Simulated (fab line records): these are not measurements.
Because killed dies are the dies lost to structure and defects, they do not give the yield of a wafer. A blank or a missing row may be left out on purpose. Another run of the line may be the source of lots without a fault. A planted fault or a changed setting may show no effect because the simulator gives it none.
A struck lot beside a sound one -- flow sky130 -- 14 steps out of a route of 708
Sound: these wafers, L935.3, L935.4, L935.5. Wafers struck: L949.1, L949.2, L949.6. At the end, the cause is stated.
For every step that has rows: the tool of each side, followed by ch and its chambers, followed by its first start. Under that, the readings that differ: sound wafers -- struck wafers -- difference of the means -- sigmas: that difference in standard deviations of wafers without a fault.
alike: readings with means less than 2 such deviations apart, plus words and numbers identical on both sides. not compared: withheld readings, readings lacking a value on some wafer, bounds such as >300 that could conceal the same value, and numbers that have no deviation in the record and whose values overlap.
Wherever a step has rows on one side only, a row that says differs or no value, or a row with sigmas, the two part there. Numbers that have no deviation but don't overlap get no sigmas and don't part them. Lack of a reading on every wafer of one side parts them only where that side has two or more wafers.

SKY_METAL2_SPUTTER_01: material TiN, target thk 20 nm, time 16.7 s.
  sound on pvd sputter-04, day 35 02:08; struck on pvd sputter-03, day 39 03:46
  alike: throttle valve pct
SKY_METAL2_SPUTTER_02: material AlCu, target thk 250 nm, time 13.3 s.
  sound on pvd sputter-04, day 35 02:10; struck on pvd sputter-03, day 39 03:47
  alike: throttle valve pct
SKY_METAL2_SPUTTER_03: material Ti, target thk 5 nm, time 3.3 s.
  sound on pvd sputter-04, day 35 02:11; struck on pvd sputter-03, day 39 03:49
  alike: throttle valve pct
SKY_METAL2_SPUTTER_04: material TiN, target thk 70 nm, time 58.3 s.
  sound on pvd sputter-04, day 35 02:13; struck on pvd sputter-03, day 39 03:50
  alike: throttle valve pct
SKY_METAL2_RS_MEAS_05: uses a four-point probe to measure.
  sound on film metro-03, day 35 02:18; struck on film metro-04, day 39 03:53
reading,sound,struck,difference,sigmas
METAL2_ALCU_RS (ohm/sq),0.1257 0.1252 0.1262,0.1284 0.1299 0.1283,+0.0032,+2
SKY_METAL2_THK_MEAS_06: measures by xrf.
  sound on film metro-03, day 35 02:24; struck on film metro-04, day 39 04:01
reading,sound,struck,difference,sigmas
METAL2_ALCU_THK (nm),256 256 255,248 246 248,-8,-2
then, 6 steps without rows for these wafers: SKY_METAL2_DEHYDRATE_07 (time 60 s); SKY_METAL2_HMDS_08 (prime time 60 s); SKY_METAL2_COAT_09 (resist thk 60 nm); SKY_METAL2_COAT_10 (resist thk 450 nm); SKY_METAL2_SOFTBAKE_11 (time 90 s); SKY_METAL2_EXPOSE_12 (exposes mask MM2, target cd 140 nm).
SKY_METAL2_PEB_13:
  sound on litho track-02 ch 0, day 36 03:00; struck on litho track-03, day 40 04:00
reading,sound,struck,difference,sigmas
exhaust pa (Pa),44.4 44.7 44.0,- - -,no value on the struck wafers,
  not compared: chill plate temp C, resist line temp C
then, 1 step without rows for these wafers: SKY_METAL2_DEVELOP_14 (develop time 60 s).

== WHERE THEY PART ==
First at SKY_METAL2_RS_MEAS_05; last, within this record, at SKY_METAL2_PEB_13.

WHY: whatever the simulator had introduced
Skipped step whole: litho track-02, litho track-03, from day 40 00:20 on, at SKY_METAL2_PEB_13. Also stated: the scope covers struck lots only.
